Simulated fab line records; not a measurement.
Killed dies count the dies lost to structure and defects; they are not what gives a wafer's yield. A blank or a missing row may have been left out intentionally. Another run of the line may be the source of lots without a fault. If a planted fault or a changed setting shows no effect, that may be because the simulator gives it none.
fab line records + flow sky130
record:
- lots: 13
- wafers: 39
- last_day: 50
route steps=708 shown FIELD_ISO@15 POLY_GATE@217 POLY_CUT@318 LOCAL_INTERCONNECT@400 CONTACT@409
lots with no fault: from the same line, run without faults
start_h: start of the lot's first displayed wafer, in hours after the record's first day + wait_h: hours since the lot's step before + " identical to the entry in the row above + L1.1+2: several wafers, shown together as one row + - value missing, or start not given + * or withheld: withheld + < > ~ a bound
route shown NAME@n: a module of which the file shows steps, and the number in the route of the first + usual: mean/standard deviation taken from wafers without a fault + same: alike in all rows + chamber/n: place in a boat + sites: readings site by site + _std_site: standard deviation of those values + _edge_site: outer sites' mean less inner sites' + radius_mm: how far each site lies from the wafer's centre + mask NAME#n: copy n + behind: the tool/chamber that last shaped the wafer + hold: why the lot was held/for how many hours/how that ended + device: whichever transistor did not switch (one of n, p or np) + end of line: the route-end tests of the same wafers + for a step that has no rows: nothing shown but its recipe + killed: dies lost to structure and defects at the first sort, not the wafer's yield + map: shows each die of a wafer: x if killed, . if not, _ if none is there
set.NAME: the run value of the setting; set.NAME@STEP: its run value at that earlier step + model.NAME: the simulator's own value behind a step, which no gauge read
the route's steps for a sample of lots (tables are steps, rows are wafers)
services: from which hour (start_h, from the record's first day; less than 0 if before it) a tool's chamber was out of use, for how many hours, and why
== steps ==
step: SKY_FIELD_ISO_ETCH_14
recipe:
- chemistry: N2/H2
- target: BARC
- ion_energy_ev: 200
- source_w: 500
- bias_w: 100
- pressure_mtorr: 30
- n2_flow_sccm: 100
- h2_flow_sccm: 200
- stop_on: SiO2
- time_s: 45.9
- target_depth_a: 600
usual:
- drypump_motor_current_A: 5.7/0.39
- oes_product_au: 0.854/0.0052
- throttle_valve_pct: 13.224/0.0091
same:
- time_s: 45.9
| lot.wafer | tool        | chamber | start_h | wait_h | drypump_motor_current_A | oes_product_au | rf_hours_counter_h | throttle_valve_pct |
|-----------|-------------|---------|---------|--------|-------------------------|----------------|--------------------|--------------------|
| L485.4    | rie_diel-04 | 3       | 44.39   | 0.0    | 6.1                     | 0.856          | 150                | 13.221             |
| L485.5    | "           | 1       | "       | "      | 5.1                     | 0.852          | -                  | 13.209             |
| L485.6    | "           | 2       | "       | "      | 5.0                     | 0.848          | -                  | 13.229             |
| L484.1    | rie_diel-02 | 1       | 44.63   | 0.1    | 5.5                     | 0.860          | 120                | 13.222             |
| L484.3    | "           | 0       | "       | "      | 5.7                     | 0.851          | 122                | 13.238             |
| L484.4    | "           | 3       | "       | "      | 5.7                     | 0.851          | -                  | 13.220             |
| L483.3    | rie_diel-03 | 3       | 44.74   | 0.1    | 5.3                     | 0.859          | 70                 | 13.225             |
| L483.4    | "           | 0       | "       | "      | 5.6                     | 0.846          | 5                  | 13.213             |
| L483.6    | "           | 1       | "       | "      | 6.3                     | 0.854          | -                  | 13.223             |
| L486.4    | rie_diel-04 | 2       | 44.98   | 0.0    | 5.0                     | 0.852          | 53                 | 13.210             |
| L486.5    | "           | 2       | "       | "      | 5.0                     | 0.849          | -                  | 13.227             |
| L486.6    | "           | 1       | "       | "      | 5.1                     | 0.858          | -                  | 13.230             |
| L487.2    | rie_diel-04 | 2       | 54.09   | 0.1    | 5.0                     | 0.860          | 53                 | 13.212             |
| L487.4    | "           | 3       | "       | "      | 6.1                     | 0.852          | 151                | 13.233             |
| L487.5    | "           | 1       | "       | "      | 5.2                     | 0.858          | -                  | 13.231             |
| L488.1    | rie_diel-03 | 0       | 59.98   | 0.1    | 5.6                     | 0.852          | 5                  | 13.239             |
| L488.2    | "           | 1       | "       | "      | 6.3                     | 0.861          | 71                 | 13.233             |
| L488.3    | "           | 2       | "       | "      | 5.5                     | 0.857          | 85                 | 13.227             |
| L489.1    | rie_diel-02 | 1       | 60.04   | 0.1    | 5.5                     | 0.852          | 121                | 13.233             |
| L489.2    | "           | 3       | "       | "      | 5.7                     | 0.852          | 4                  | 13.229             |
| L489.4    | "           | 1       | "       | "      | 5.5                     | 0.857          | -                  | 13.216             |
| L495.3    | rie_diel-04 | 2       | 91.98   | 0.1    | 5.0                     | 0.849          | 54                 | 13.229             |
| L495.5    | "           | 3       | "       | "      | 6.1                     | 0.851          | -                  | 13.233             |
| L495.6    | "           | 0       | "       | "      | 6.4                     | 0.853          | -                  | 13.215             |
| L496.2    | rie_diel-03 | 3       | 96.19   | 0.1    | 5.4                     | 0.859          | 71                 | 13.230             |
| L496.4    | "           | 0       | "       | "      | 5.6                     | 0.845          | 6                  | 13.223             |
| L496.6    | "           | 1       | "       | "      | 6.2                     | 0.845          | -                  | 13.216             |
| L503.4    | rie_diel-03 | 0       | 135.69  | 0.0    | 5.6                     | 0.859          | 6                  | 13.222             |
| L503.5    | "           | 2       | "       | "      | 5.5                     | 0.841          | -                  | 13.221             |
| L503.6    | "           | 3       | "       | "      | 5.4                     | 0.851          | -                  | 13.222             |
| L504.1    | rie_diel-02 | 1       | 142.18  | 0.1    | 5.5                     | 0.855          | 123                | 13.227             |
| L504.4    | "           | 0       | "       | "      | 5.7                     | 0.856          | -                  | 13.215             |
| L504.6    | "           | 3       | "       | "      | 5.7                     | 0.852          | -                  | 13.209             |
| L505.1    | rie_diel-03 | 1       | 148.64  | 0.1    | 6.2                     | 0.856          | 72                 | 13.237             |
| L505.3    | "           | 0       | "       | "      | 5.6                     | 0.863          | 7                  | 13.227             |
| L505.6    | "           | 0       | "       | "      | 5.6                     | 0.857          | -                  | 13.235             |
| L506.2    | rie_diel-02 | 1       | 155.99  | 0.1    | 5.5                     | 0.856          | 123                | 13.231             |
| L506.4    | "           | 3       | "       | "      | 5.7                     | 0.856          | -                  | 13.238             |
| L506.6    | "           | 0       | "       | "      | 5.7                     | 0.859          | -                  | 13.223             |
step: SKY_POLY_GATE_CVD_03
recipe:
- material: Si3N4
- precursor: DCS/NH3
- target_thk_nm: 75
- temp_c: 770
- time_s: 1290
- pressure_mtorr: 250
usual:
- spike_tc_upper_C: 770.7/1.1
| lot.wafer | tool     | chamber | start_h | wait_h | spike_tc_upper_C |
|-----------|----------|---------|---------|--------|------------------|
| L484.1    | lpcvd-02 | 0       | 361.86  | 1.6    | 771.2            |
| L484.3    | "        | 0       | "       | "      | 768.3            |
| L484.4    | "        | 0       | "       | "      | 772.9            |
| L483.3    | lpcvd-02 | 0       | 363.22  | 0.2    | 769.7            |
| L483.4    | "        | 0       | "       | "      | 769.9            |
| L483.6    | "        | 0       | "       | "      | 768.8            |
| L485.4    | lpcvd-02 | 0       | 363.22  | 1.1    | 768.4            |
| L485.5    | "        | 0       | "       | "      | 769.1            |
| L485.6    | "        | 0       | "       | "      | 770.0            |
| L486.4    | lpcvd-02 | 1       | 364.57  | 1.2    | 769.2            |
| L486.5    | "        | 1       | "       | "      | 769.5            |
| L486.6    | "        | 1       | "       | "      | 770.8            |
| L487.2    | lpcvd-02 | 1       | 415.13  | 4.5    | 769.4            |
| L487.4    | "        | 1       | "       | "      | 771.3            |
| L487.5    | "        | 1       | "       | "      | 772.5            |
| L488.1    | lpcvd-02 | 1       | 415.13  | 0.9    | 771.3            |
| L488.2    | "        | 1       | "       | "      | 771.8            |
| L488.3    | "        | 1       | "       | "      | 770.0            |
| L489.1    | lpcvd-02 | 1       | 415.13  | 0.9    | 769.7            |
| L489.2    | "        | 1       | "       | "      | 770.7            |
| L489.4    | "        | 1       | "       | "      | 770.8            |
| L495.3    | lpcvd-02 | 0       | 440.51  | 0.8    | 770.7            |
| L495.5    | "        | 0       | "       | "      | 770.7            |
| L495.6    | "        | 0       | "       | "      | 770.4            |
| L496.2    | lpcvd-02 | 0       | 448.08  | 0.0    | 769.3            |
| L496.4    | "        | 0       | "       | "      | 772.2            |
| L496.6    | "        | 0       | "       | "      | 771.1            |
| L503.4    | lpcvd-02 | 0       | 516.22  | 0.5    | 769.6            |
| L503.5    | "        | 0       | "       | "      | 770.4            |
| L503.6    | "        | 0       | "       | "      | 769.5            |
| L504.1    | lpcvd-02 | 0       | 526.46  | 0.0    | 771.0            |
| L504.4    | "        | 0       | "       | "      | 768.3            |
| L504.6    | "        | 0       | "       | "      | 769.8            |
| L505.1    | lpcvd-02 | 0       | 534.34  | 1.6    | 769.8            |
| L505.3    | "        | 0       | "       | "      | 770.6            |
| L505.6    | "        | 0       | "       | "      | 771.0            |
| L506.2    | lpcvd-02 | 1       | 538.37  | 0.2    | 770.4            |
| L506.4    | "        | 1       | "       | "      | 769.6            |
| L506.6    | "        | 1       | "       | "      | 772.5            |
step: SKY_POLY_GATE_THK_MEAS_04
recipe:
- reads: Si3N4_of_POLY_GATE_CVD_03
usual:
- POLY_GATE_CVD_03_THK: 75.3/0.62
| lot.wafer | tool          | chamber | start_h | wait_h | POLY_GATE_CVD_03_THK[nm] |
|-----------|---------------|---------|---------|--------|--------------------------|
| L484.1    | film_metro-03 | -       | 363.22  | 0.0    | 75.4                     |
| L484.3    | "             | -       | "       | "      | 74.7                     |
| L484.4    | "             | -       | "       | "      | 75.7                     |
| L483.3    | film_metro-02 | -       | 364.64  | 0.1    | 75.7                     |
| L483.4    | "             | -       | "       | "      | 75.5                     |
| L483.6    | "             | -       | "       | "      | 75.0                     |
| L485.4    | film_metro-04 | -       | 364.66  | 0.1    | 76.7                     |
| L485.5    | "             | -       | "       | "      | 77.2                     |
| L485.6    | "             | -       | "       | "      | 76.7                     |
| L486.4    | film_metro-04 | -       | 365.96  | 0.0    | 75.8                     |
| L486.5    | "             | -       | "       | "      | 76.4                     |
| L486.6    | "             | -       | "       | "      | 75.8                     |
| L489.1    | film_metro-04 | -       | 417.17  | 0.0    | 75.0                     |
| L489.2    | "             | -       | "       | "      | 75.2                     |
| L489.4    | "             | -       | "       | "      | 74.3                     |
| L488.1    | film_metro-02 | -       | 417.18  | 0.0    | 75.4                     |
| L488.2    | "             | -       | "       | "      | 75.9                     |
| L488.3    | "             | -       | "       | "      | 75.1                     |
| L487.2    | film_metro-03 | -       | 417.18  | 0.0    | 76.0                     |
| L487.4    | "             | -       | "       | "      | 76.2                     |
| L487.5    | "             | -       | "       | "      | 76.1                     |
| L495.3    | film_metro-03 | -       | 441.88  | 0.0    | 98.7                     |
| L495.5    | "             | -       | "       | "      | 98.1                     |
| L495.6    | "             | -       | "       | "      | 98.7                     |
| L496.2    | film_metro-04 | -       | 449.45  | 0.0    | 98.4                     |
| L496.4    | "             | -       | "       | "      | 98.7                     |
| L496.6    | "             | -       | "       | "      | 97.9                     |
| L503.4    | film_metro-02 | -       | 517.61  | 0.0    | 74.8                     |
| L503.5    | "             | -       | "       | "      | 75.0                     |
| L503.6    | "             | -       | "       | "      | 74.8                     |
| L504.1    | film_metro-02 | -       | 527.82  | 0.0    | 74.4                     |
| L504.4    | "             | -       | "       | "      | 74.6                     |
| L504.6    | "             | -       | "       | "      | 74.9                     |
| L505.1    | film_metro-02 | -       | 536.38  | 0.0    | 77.0                     |
| L505.3    | "             | -       | "       | "      | 76.0                     |
| L505.6    | "             | -       | "       | "      | 76.3                     |
| L506.2    | film_metro-04 | -       | 539.74  | 0.0    | 75.6                     |
| L506.4    | "             | -       | "       | "      | 75.3                     |
| L506.6    | "             | -       | "       | "      | 76.1                     |
step: SKY_POLY_GATE_ETCH_16
recipe:
- stop_on: poly-Si
- chemistry: CH3F/O2
- target: Si3N4
- source_w: 400
- bias_w: 80
- pressure_mtorr: 25
- ch3f_flow_sccm: 40
- O2_flow_sccm: 30
- time_s: 147.5
- target_depth_a: 750
usual:
- drypump_motor_current_A: 5.7/0.48
- oes_product_au: 0.641/0.005
- throttle_valve_pct: 10.535/0.0093
same:
- time_s: 147.5
| lot.wafer | tool        | chamber | start_h | wait_h | drypump_motor_current_A | oes_product_au | rf_hours_counter_h | throttle_valve_pct |
|-----------|-------------|---------|---------|--------|-------------------------|----------------|--------------------|--------------------|
| L484.1    | rie_diel-04 | 0       | 391.96  | 0.0    | 6.4                     | 0.645          | 76                 | 10.531             |
| L484.3    | "           | 3       | "       | "      | 6.1                     | 0.640          | 4                  | 10.519             |
| L484.4    | "           | 2       | "       | "      | 5.0                     | 0.637          | 60                 | 10.553             |
| L483.3    | rie_diel-01 | 2       | 393.15  | 0.0    | 6.1                     | 0.643          | 106                | 10.540             |
| L483.4    | "           | 1       | "       | "      | 5.7                     | 0.643          | 9                  | 10.553             |
| L483.6    | "           | 0       | "       | "      | 5.6                     | 0.639          | -                  | 10.533             |
| L485.4    | rie_diel-02 | 1       | 393.25  | 0.0    | 5.4                     | 0.643          | 1                  | 10.529             |
| L485.5    | "           | 0       | "       | "      | 5.7                     | 0.644          | -                  | 10.538             |
| L485.6    | "           | 1       | "       | "      | 5.5                     | 0.648          | -                  | 10.521             |
| L486.4    | rie_diel-01 | 3       | 395.16  | 0.0    | 6.1                     | 0.646          | 104                | 10.549             |
| L486.5    | "           | 0       | "       | "      | 5.6                     | 0.639          | -                  | 10.536             |
| L486.6    | "           | 3       | "       | "      | 6.1                     | 0.635          | -                  | 10.522             |
| L487.2    | rie_diel-01 | 3       | 445.91  | 0.0    | 6.1                     | 0.647          | 0                  | 10.553             |
| L487.4    | "           | 0       | "       | "      | 5.6                     | 0.642          | -                  | 10.541             |
| L487.5    | "           | 3       | "       | "      | 6.1                     | 0.647          | -                  | 10.538             |
| L489.1    | rie_diel-02 | 0       | 446.70  | 0.0    | 5.7                     | 0.632          | 2                  | 10.523             |
| L489.2    | "           | 1       | "       | "      | 5.5                     | 0.633          | 2                  | 10.530             |
| L489.4    | "           | 2       | "       | "      | 6.4                     | 0.644          | 3                  | 10.528             |
| L488.1    | rie_diel-04 | 2       | 446.86  | 0.0    | 5.0                     | 0.638          | 61                 | 10.535             |
| L488.2    | "           | 0       | "       | "      | 6.5                     | 0.650          | 78                 | 10.529             |
| L488.3    | "           | 3       | "       | "      | 6.1                     | 0.642          | 5                  | 10.534             |
| L495.3    | rie_diel-04 | 1       | 472.60  | 0.0    | 5.1                     | 0.724          | 13                 | 10.540             |
| L495.5    | "           | 0       | "       | "      | 6.4                     | 0.721          | -                  | 10.552             |
| L495.6    | "           | 3       | "       | "      | 6.1                     | 0.721          | -                  | 10.550             |
| L496.2    | rie_diel-04 | 2       | 480.15  | 0.0    | 5.0                     | 0.725          | 62                 | 10.537             |
| L496.4    | "           | 3       | "       | "      | 6.1                     | 0.720          | 6                  | 10.539             |
| L496.6    | "           | 2       | "       | "      | 5.0                     | 0.724          | -                  | 10.554             |
| L503.4    | rie_diel-01 | 2       | 547.50  | 0.0    | 6.1                     | 0.640          | 2                  | 10.522             |
| L503.5    | "           | 2       | "       | "      | 6.1                     | 0.640          | -                  | 10.536             |
| L503.6    | "           | 3       | "       | "      | 6.1                     | 0.639          | -                  | 10.538             |
| L504.1    | rie_diel-02 | 1       | 558.56  | 0.0    | 5.4                     | 0.635          | 4                  | 10.535             |
| L504.4    | "           | 2       | "       | "      | 6.4                     | 0.647          | 5                  | 10.523             |
| L504.6    | "           | 3       | "       | "      | 5.7                     | 0.641          | -                  | 10.521             |
| L505.1    | rie_diel-04 | 1       | 566.06  | 0.0    | 5.1                     | 0.649          | 15                 | 10.541             |
| L505.3    | "           | 3       | "       | "      | 6.1                     | 0.646          | 7                  | 10.527             |
| L505.6    | "           | 2       | "       | "      | 5.0                     | 0.652          | -                  | 10.527             |
| L506.2    | rie_diel-04 | 2       | 569.90  | 0.0    | 5.0                     | 0.644          | 64                 | 10.544             |
| L506.4    | "           | 1       | "       | "      | 5.1                     | 0.644          | -                  | 10.530             |
| L506.6    | "           | 3       | "       | "      | 6.1                     | 0.634          | -                  | 10.538             |
step: SKY_POLY_CUT_ETCH_11
recipe:
- target: Si3N4
- chemistry: CF4/CH2F2/Ar
- stop_on: poly-Si
- source_w: 600
- bias_w: 150
- pressure_mtorr: 40
- cf4_flow_sccm: 40
- ch2f2_flow_sccm: 20
- Ar_flow_sccm: 150
- time_s: 42.5
- target_depth_a: 600
usual:
- cf4_flow_sccm: 40.00/0.11
- drypump_motor_current_A: 5.7/0.45
- oes_product_au: 0.831/0.0067
- throttle_valve_pct: 14.994/0.0085
same:
- time_s: 42.5
| lot.wafer | tool        | chamber | start_h | wait_h | cf4_flow_sccm | drypump_motor_current_A | oes_product_au | rf_hours_counter_h | throttle_valve_pct |
|-----------|-------------|---------|---------|--------|---------------|-------------------------|----------------|--------------------|--------------------|
| L483.3    | rie_diel-03 | 2       | 584.35  | 0.0    | 39.91         | 5.5                     | 0.840          | 1                  | 15.009             |
| L483.4    | "           | 1       | "       | "      | 39.89         | 6.3                     | 0.830          | -                  | 14.994             |
| L483.6    | "           | 0       | "       | "      | 40.12         | 5.6                     | 0.822          | -                  | 14.991             |
| L484.1    | rie_diel-02 | 2       | 585.11  | 0.0    | 39.99         | 6.4                     | 0.829          | 6                  | 14.991             |
| L484.3    | "           | 1       | "       | "      | 40.18         | 5.5                     | 0.827          | 5                  | 14.999             |
| L484.4    | "           | 3       | "       | "      | 39.96         | 5.7                     | 0.838          | 15                 | 14.975             |
| L486.4    | rie_diel-04 | 2       | 585.46  | 0.0    | 39.94         | 5.0                     | 0.830          | 64                 | 14.982             |
| L486.5    | "           | 2       | "       | "      | 40.00         | 5.0                     | 0.834          | -                  | 14.995             |
| L486.6    | "           | 3       | "       | "      | 40.08         | 6.1                     | 0.841          | -                  | 14.979             |
| L485.4    | rie_diel-03 | 0       | 588.08  | 0.0    | 40.01         | 5.6                     | 0.850          | -                  | 14.997             |
| L485.5    | "           | 2       | "       | "      | 39.84         | 5.5                     | 0.848          | -                  | 14.997             |
| L485.6    | "           | 1       | "       | "      | 39.91         | 6.3                     | 0.836          | -                  | 15.005             |
| L487.2    | rie_diel-03 | 2       | 637.81  | 0.0    | 39.88         | 5.5                     | 0.843          | 2                  | 14.985             |
| L487.4    | "           | 1       | "       | "      | 39.98         | 6.2                     | 0.836          | 1                  | 14.990             |
| L487.5    | "           | 0       | "       | "      | 39.89         | 5.6                     | 0.838          | -                  | 14.992             |
| L488.1    | rie_diel-04 | 0       | 638.16  | 0.0    | 40.16         | 6.4                     | 0.835          | 1                  | 14.980             |
| L488.2    | "           | 3       | "       | "      | 40.31         | 6.1                     | 0.838          | 9                  | 14.999             |
| L488.3    | "           | 2       | "       | "      | 40.19         | 5.0                     | 0.824          | 65                 | 14.989             |
| L489.1    | rie_diel-03 | 1       | 638.66  | 0.0    | 40.03         | 6.2                     | 0.815          | 1                  | 15.001             |
| L489.2    | "           | 2       | "       | "      | 40.17         | 5.5                     | 0.820          | 2                  | 15.001             |
| L489.4    | "           | 3       | "       | "      | 39.83         | 5.4                     | 0.836          | 1                  | 15.000             |
| L495.3    | rie_diel-04 | 3       | 653.61  | 0.0    | 40.14         | 6.1                     | 0.964          | 9                  | 15.003             |
| L495.5    | "           | 1       | "       | "      | 39.89         | 5.2                     | 0.961          | -                  | 14.997             |
| L495.6    | "           | 0       | "       | "      | 39.88         | 6.4                     | 0.967          | -                  | 15.020             |
| L496.2    | rie_diel-03 | 0       | 665.06  | 0.0    | 40.07         | 5.6                     | 0.963          | 15                 | 15.006             |
| L496.4    | "           | 1       | "       | "      | 40.03         | 6.3                     | 0.969          | 2                  | 15.012             |
| L496.6    | "           | 2       | "       | "      | 39.75         | 5.5                     | 0.963          | -                  | 15.006             |
| L503.4    | rie_diel-03 | 1       | 726.00  | 0.0    | 39.93         | 6.2                     | 0.821          | 3                  | 15.002             |
| L503.5    | "           | 0       | "       | "      | 40.13         | 5.6                     | 0.823          | -                  | 15.004             |
| L503.6    | "           | 1       | "       | "      | 39.94         | 6.2                     | 0.822          | -                  | 14.992             |
| L504.1    | rie_diel-03 | 2       | 736.81  | 0.0    | 39.89         | 5.5                     | 0.822          | 4                  | 15.012             |
| L504.4    | "           | 0       | "       | "      | 40.07         | 5.6                     | 0.830          | 17                 | 14.990             |
| L504.6    | "           | 3       | "       | "      | 39.96         | 5.4                     | 0.830          | -                  | 14.996             |
| L505.1    | rie_diel-02 | 1       | 742.96  | 0.0    | 39.99         | 5.5                     | 0.836          | 8                  | 14.989             |
| L505.3    | "           | 0       | "       | "      | 39.85         | 5.7                     | 0.823          | 9                  | 14.991             |
| L505.6    | "           | 1       | "       | "      | 39.92         | 5.4                     | 0.842          | -                  | 14.998             |
| L506.2    | rie_diel-04 | 3       | 748.30  | 0.0    | 40.02         | 6.1                     | 0.832          | 12                 | 15.004             |
| L506.4    | "           | 1       | "       | "      | 40.09         | 5.2                     | 0.830          | 20                 | 14.986             |
| L506.6    | "           | 2       | "       | "      | 40.00         | 5.0                     | 0.829          | -                  | 15.009             |
step: SKY_LOCAL_INTERCONNECT_ETCH_13
recipe:
- chemistry: N2/H2
- target: BARC
- ion_energy_ev: 200
- bias_w: 100
- pressure_mtorr: 30
- n2_flow_sccm: 100
- h2_flow_sccm: 200
- icp_w: 500
- stop_on: SiO2
- time_s: 45.9
- target_depth_a: 600
usual:
- drypump_motor_current_A: 5.6/0.56
- oes_product_au: 0.854/0.0044
- throttle_valve_pct: 13.225/0.0083
same:
- time_s: 45.9
| lot.wafer | tool         | chamber | start_h | wait_h | drypump_motor_current_A | oes_product_au | rf_hours_counter_h | throttle_valve_pct |
|-----------|--------------|---------|---------|--------|-------------------------|----------------|--------------------|--------------------|
| L483.3    | rie_metal-04 | 1       | 730.20  | 0.0    | 6.1                     | 0.854          | -                  | 13.251             |
| L483.4    | "            | 0       | "       | "      | 5.8                     | 0.849          | -                  | 13.207             |
| L483.6    | "            | 0       | "       | "      | 5.8                     | 0.856          | -                  | 13.229             |
| L484.1    | rie_metal-01 | 1       | 732.52  | 0.0    | 5.3                     | 0.852          | 4                  | 13.232             |
| L484.3    | "            | 0       | "       | "      | 5.3                     | 0.850          | -                  | 13.222             |
| L484.4    | "            | 1       | "       | "      | 5.3                     | 0.848          | -                  | 13.221             |
| L486.4    | rie_metal-03 | 0       | 733.68  | 0.0    | 4.7                     | 0.851          | -                  | 13.223             |
| L486.5    | "            | 1       | "       | "      | 6.3                     | 0.859          | -                  | 13.234             |
| L486.6    | "            | 0       | "       | "      | 4.7                     | 0.861          | -                  | 13.235             |
| L485.4    | rie_metal-04 | 1       | 734.03  | 0.0    | 6.1                     | 0.850          | -                  | 13.231             |
| L485.5    | "            | 0       | "       | "      | 5.8                     | 0.859          | -                  | 13.231             |
| L485.6    | "            | 1       | "       | "      | 6.1                     | 0.859          | -                  | 13.233             |
| L487.2    | rie_metal-03 | 0       | 779.96  | 0.0    | 4.7                     | 0.856          | 4                  | 13.213             |
| L487.4    | "            | 1       | "       | "      | 6.2                     | 0.854          | -                  | 13.228             |
| L487.5    | "            | 0       | "       | "      | 4.7                     | 0.851          | -                  | 13.229             |
| L488.1    | rie_metal-04 | 1       | 781.58  | 0.0    | 6.1                     | 0.856          | 7                  | 13.217             |
| L488.2    | "            | 0       | "       | "      | 5.8                     | 0.854          | 14                 | 13.225             |
| L488.3    | "            | 1       | "       | "      | 6.1                     | 0.848          | -                  | 13.210             |
| L489.1    | rie_metal-01 | 1       | 782.07  | 0.0    | 5.3                     | 0.857          | 6                  | 13.216             |
| L489.2    | "            | 0       | "       | "      | 5.3                     | 0.855          | 10                 | 13.226             |
| L489.4    | "            | 0       | "       | "      | 5.3                     | 0.858          | -                  | 13.224             |
| L495.3    | rie_metal-03 | 0       | 794.30  | 0.0    | 4.7                     | 0.852          | -                  | 13.224             |
| L495.5    | "            | 1       | "       | "      | 6.3                     | 0.863          | -                  | 13.225             |
| L495.6    | "            | 0       | "       | "      | 4.7                     | 0.853          | -                  | 13.230             |
| L496.2    | rie_metal-04 | 1       | 805.95  | 0.0    | 6.1                     | 0.854          | -                  | 13.207             |
| L496.4    | "            | 1       | "       | "      | 6.1                     | 0.861          | -                  | 13.217             |
| L496.6    | "            | 1       | "       | "      | 6.1                     | 0.864          | -                  | 13.229             |
| L503.4    | rie_metal-03 | 1       | 861.98  | 0.0    | 6.3                     | 0.852          | -                  | 13.239             |
| L503.5    | "            | 1       | "       | "      | 6.2                     | 0.855          | -                  | 13.236             |
| L503.6    | "            | 0       | "       | "      | 4.7                     | 0.860          | -                  | 13.222             |
| L504.1    | rie_metal-04 | 1       | 873.26  | 0.0    | 6.1                     | 0.850          | 11                 | 13.225             |
| L504.4    | "            | 1       | "       | "      | 6.1                     | 0.854          | -                  | 13.216             |
| L504.6    | "            | 0       | "       | "      | 5.8                     | 0.849          | -                  | 13.224             |
| L505.1    | rie_metal-03 | 1       | 877.97  | 0.0    | 6.3                     | 0.858          | 10                 | 13.227             |
| L505.3    | "            | 0       | "       | "      | 4.7                     | 0.854          | -                  | 13.238             |
| L505.6    | "            | 0       | "       | "      | 4.7                     | 0.864          | -                  | 13.222             |
| L506.2    | rie_metal-03 | 0       | 883.27  | 0.0    | 4.7                     | 0.854          | 8                  | 13.240             |
| L506.4    | "            | 0       | "       | "      | 4.7                     | 0.855          | -                  | 13.227             |
| L506.6    | "            | 0       | "       | "      | 4.7                     | 0.854          | -                  | 13.222             |
step: SKY_CONTACT_THK_MEAS_03
recipe:
- reads: SiO2_of_CONTACT_HDPCVD_02
usual:
- CONTACT_HDPCVD_THK: 566/7.4
| lot.wafer | tool          | chamber | start_h | wait_h | CONTACT_HDPCVD_THK[nm] |
|-----------|---------------|---------|---------|--------|------------------------|
| L483.3    | film_metro-02 | -       | 731.06  | 0.1    | 570                    |
| L483.4    | "             | -       | "       | "      | 574                    |
| L483.6    | "             | -       | "       | "      | 585                    |
| L484.1    | film_metro-01 | -       | 733.39  | 0.0    | 574                    |
| L484.3    | "             | -       | "       | "      | 557                    |
| L484.4    | "             | -       | "       | "      | 562                    |
| L486.4    | film_metro-02 | -       | 734.56  | 0.0    | 569                    |
| L486.5    | "             | -       | "       | "      | 573                    |
| L486.6    | "             | -       | "       | "      | 578                    |
| L485.4    | film_metro-02 | -       | 734.91  | 0.0    | 559                    |
| L485.5    | "             | -       | "       | "      | 568                    |
| L485.6    | "             | -       | "       | "      | 550                    |
| L487.2    | film_metro-02 | -       | 780.88  | 0.0    | 566                    |
| L487.4    | "             | -       | "       | "      | 557                    |
| L487.5    | "             | -       | "       | "      | 574                    |
| L488.1    | film_metro-04 | -       | 782.44  | 0.0    | 558                    |
| L488.2    | "             | -       | "       | "      | 569                    |
| L488.3    | "             | -       | "       | "      | 558                    |
| L489.1    | film_metro-01 | -       | 782.98  | 0.1    | 568                    |
| L489.2    | "             | -       | "       | "      | 568                    |
| L489.4    | "             | -       | "       | "      | 568                    |
| L495.3    | film_metro-02 | -       | 795.16  | 0.1    | 567                    |
| L495.5    | "             | -       | "       | "      | 558                    |
| L495.6    | "             | -       | "       | "      | 577                    |
| L496.2    | film_metro-04 | -       | 806.96  | 0.0    | 579                    |
| L496.4    | "             | -       | "       | "      | 574                    |
| L496.6    | "             | -       | "       | "      | 576                    |
| L503.4    | film_metro-01 | -       | 863.11  | 0.0    | 569                    |
| L503.5    | "             | -       | "       | "      | 570                    |
| L503.6    | "             | -       | "       | "      | 567                    |
| L504.1    | film_metro-04 | -       | 874.13  | 0.0    | 561                    |
| L504.4    | "             | -       | "       | "      | 564                    |
| L504.6    | "             | -       | "       | "      | 559                    |
| L505.1    | film_metro-04 | -       | 878.91  | 0.0    | 563                    |
| L505.3    | "             | -       | "       | "      | 577                    |
| L505.6    | "             | -       | "       | "      | 571                    |
| L506.2    | film_metro-04 | -       | 884.23  | 0.0    | 572                    |
| L506.4    | "             | -       | "       | "      | 568                    |
| L506.6    | "             | -       | "       | "      | 571                    |
== services ==
| tool        | chamber | start_h | hours | kind   |
|-------------|---------|---------|-------|--------|
| rie_diel-04 | 2       | 26.88   | 3.4   | repair |
| rie_diel-04 | -       | 122.61  | 0.1   | repair |
| rie_diel-04 | 2       | 124.25  | 8.5   | repair |
| lpcvd-02    | -       | 139.39  | 2.2   | repair |
| rie_diel-04 | 3       | 155.22  | 3.0   | repair |
| rie_diel-04 | 3       | 186.57  | 9.7   | repair |
| lpcvd-02    | -       | 214.38  | 0.8   | repair |
| lpcvd-02    | -       | 246.78  | 0.7   | repair |
| rie_diel-04 | -       | 249.81  | 0.4   | repair |
| rie_diel-04 | 3       | 274.05  | 7.5   | repair |
| lpcvd-02    | -       | 289.95  | 17.2  | pm     |
| rie_diel-04 | -       | 306.60  | 0.2   | repair |
| lpcvd-02    | -       | 307.15  | 14.6  | pm     |
| rie_diel-04 | 1       | 354.19  | 4.9   | repair |
| lpcvd-02    | -       | 389.77  | 0.7   | repair |
| rie_diel-04 | -       | 396.45  | 2.8   | pm     |
| lpcvd-02    | -       | 402.59  | 6.1   | pm     |
| lpcvd-02    | -       | 543.90  | 2.8   | pm     |
| rie_diel-04 | 3       | 623.78  | 6.0   | repair |
| rie_diel-04 | 3       | 674.31  | 8.3   | repair |
| rie_diel-04 | 2       | 683.51  | 7.9   | repair |
| rie_diel-04 | 0       | 708.33  | 4.6   | repair |
| rie_diel-04 | -       | 840.51  | 1.9   | repair |
| rie_diel-04 | 3       | 854.56  | 3.4   | repair |
== key ==
first_sign:
- step: SKY_POLY_GATE_THK_MEAS_04
- reading: POLY_GATE_CVD_03_THK
- direction: up
- sigmas: 37
- usual: 75.3
- struck: 98.4
effect:
- step: SKY_POLY_GATE_ETCH_16
- reading: oes_product_au
- direction: up
- sigmas: 16
- usual: 0.641
- struck: 0.723
effect:
- step: SKY_POLY_CUT_ETCH_11
- reading: oes_product_au
- direction: up
- sigmas: 20
- usual: 0.831
- struck: 0.965
met_at SKY_POLY_GATE_CVD_03
struck_lots L495,L496
sort_left_out L495.3,L495.5,L495.6,L496.2,L496.4,L496.6
tester_left_out L495,L496
not_acting_at SKY_FIELD_ISO_ETCH_14,SKY_LOCAL_INTERCONNECT_ETCH_13,SKY_CONTACT_THK_MEAS_03
onset_between 415.13 440.51
fault:
- kind: process_parameter_drift
- tool: lpcvd-02
- chamber: -
- onset_h: 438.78
- steps: SKY_POLY_GATE_CVD_03
- channel: target_thk_nm
- offset: 23.578
- shape: step
- end_h: 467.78
- acts_in: these_recipes_only
- stated: 75
tester_left_out: of these lots the tester's yield and bins aren't shown, on N5 and GAA mostly nor the transistor test; their killed dies are dies lost to structure and defects alone, not to doping, threshold or leakage, so they don't give the yield
sort_left_out: the simulated sort isn't trusted on such a fault, so these wafers' sort isn't shown, and their yield isn't known
